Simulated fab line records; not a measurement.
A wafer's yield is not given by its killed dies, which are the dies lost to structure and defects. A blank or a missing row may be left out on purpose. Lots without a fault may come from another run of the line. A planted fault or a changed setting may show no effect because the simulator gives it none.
Tool commonality check | flow sky130 | Lots sampled 12, wafers sampled 36

== REASON IT WAS OPENED ==
SKY_LDD_HVN_TW_MEAS_10, reading LDD_HVN_TW: flagged on 2 of 12 lots. No-fault wafers: 1444, standard deviation 7.2.
Rule: a lot is flagged when every wafer of it that has a number lies more than 4 standard deviations from that mean, or none has a number. All remaining lots are regarded as sound.

lot  | measured     | on            | LDD_HVN_TW, wafer by wafer | flag
L388 | day 20 12:00 | film_metro-02 | 1428 1430 1433             |
L389 | day 20 18:56 | film_metro-01 | 1440 1446 1445             |
L391 | day 21 06:20 | film_metro-04 | 1447 1446 1448             |
L392 | day 21 16:31 | film_metro-02 | 1435 1445 1439             |
L393 | day 22 01:41 | film_metro-02 | 1443 1439 1439             |
L395 | day 23 10:52 | film_metro-02 | 1446 1446 1447             |
L399 | day 24 07:17 | film_metro-04 | 1295 1292 1294             | FLAGGED
L400 | day 24 19:07 | film_metro-01 | 1284 1285 1284             | FLAGGED
L405 | day 26 12:13 | film_metro-02 | 1447 1449 1450             |
L408 | day 27 08:59 | film_metro-02 | 1436 1448 1446             |
L410 | day 28 03:14 | film_metro-04 | 1451 1458 1459             |
L411 | day 28 09:11 | film_metro-04 | 1454 1444 1451             |
Average over the flagged lots: 1289; offset from the usual -155, equal to -22 standard deviations.

== WHICH TOOL EACH LOT WENT THROUGH ==
Before the reading, the record contains 2 process steps out of a 708-step route. Read each cell as the tool, then ch plus the chambers that the sampled wafers visited, then the start.
lot  | flag    | SKY_GATE_OXIDE_STRIP_13              | SKY_LDD_HVN_IMPLANT_08
L388 |         | plasma_asher-02 ch 0,1, day 14 01:52 | implanter-04 ch 0, day 20 11:47
L389 |         | plasma_asher-01 ch 0,1, day 14 07:37 | implanter-01 ch 0, day 20 18:43
L391 |         | plasma_asher-04 ch 0,1, day 14 15:17 | implanter-04 ch 0, day 21 06:05
L392 |         | plasma_asher-01 ch 0,1, day 15 00:56 | implanter-04 ch 0, day 21 16:16
L393 |         | plasma_asher-01 ch 0,1, day 15 09:18 | implanter-02 ch 0, day 22 01:26
L395 |         | plasma_asher-02 ch 0,1, day 16 04:20 | implanter-04 ch 0, day 23 10:37
L399 | FLAGGED | plasma_asher-01 ch 0,1, day 17 10:47 | implanter-04 ch 0, day 24 07:02
L400 | FLAGGED | plasma_asher-04 ch 0,1, day 17 22:29 | implanter-04 ch 0, day 24 18:52
L405 |         | plasma_asher-01 ch 0,1, day 19 18:56 | implanter-02 ch 0, day 26 11:58
L408 |         | plasma_asher-01 ch 0,1, day 20 15:26 | implanter-01 ch 0, day 27 08:45
L410 |         | plasma_asher-04 ch 0,1, day 21 12:07 | implanter-04 ch 0, day 28 03:01
L411 |         | plasma_asher-04 ch 0,1, day 21 17:05 | implanter-02 ch 0, day 28 08:56
What is done by these steps:
- SKY_GATE_OXIDE_STRIP_13: strips in O2/N2.
- SKY_LDD_HVN_IMPLANT_08
- SKY_LDD_HVN_TW_MEAS_10

== FLAGGED AGAINST TOTAL, ONE TOOL AT A TIME (gauges that did the reading follow at the end) ==
step                    | tool            | lots run | flagged | share of the flagged lots | sound lots run after its first flagged lot
SKY_GATE_OXIDE_STRIP_13 | plasma_asher-01 | 6        | 1       | some                      | 2 (L405,L408)
SKY_GATE_OXIDE_STRIP_13 | plasma_asher-02 | 2        | 0       | none                      | -
SKY_GATE_OXIDE_STRIP_13 | plasma_asher-04 | 4        | 1       | some                      | 2 (L410,L411)
SKY_LDD_HVN_IMPLANT_08  | implanter-01    | 2        | 0       | none                      | -
SKY_LDD_HVN_IMPLANT_08  | implanter-02    | 3        | 0       | none                      | -
SKY_LDD_HVN_IMPLANT_08  | implanter-04    | 7        | 2       | all                       | 1 (L410)
SKY_LDD_HVN_TW_MEAS_10  | film_metro-01   | 2        | 1       | some                      | 0
SKY_LDD_HVN_TW_MEAS_10  | film_metro-02   | 6        | 0       | none                      | -
SKY_LDD_HVN_TW_MEAS_10  | film_metro-04   | 4        | 1       | some                      | 2 (L410,L411)

== THE TABLE: WHAT IT ALLOWS ==
1 row of the table ran every flagged lot: implanter-04 at SKY_LDD_HVN_IMPLANT_08.
- implanter-04 at SKY_LDD_HVN_IMPLANT_08 ran 7 lots, 2 of them flagged. Sound lots ran on it after the first flagged one (L410), which a lasting fault on the whole tool wouldn't allow. Its own readings (tilt_deg) fall more than 4 standard deviations out on all wafers of the flagged lots.
No row of the table ran every flagged lot and no sound lot after the first.

== WHAT THE SIMULATOR PUT IN ==
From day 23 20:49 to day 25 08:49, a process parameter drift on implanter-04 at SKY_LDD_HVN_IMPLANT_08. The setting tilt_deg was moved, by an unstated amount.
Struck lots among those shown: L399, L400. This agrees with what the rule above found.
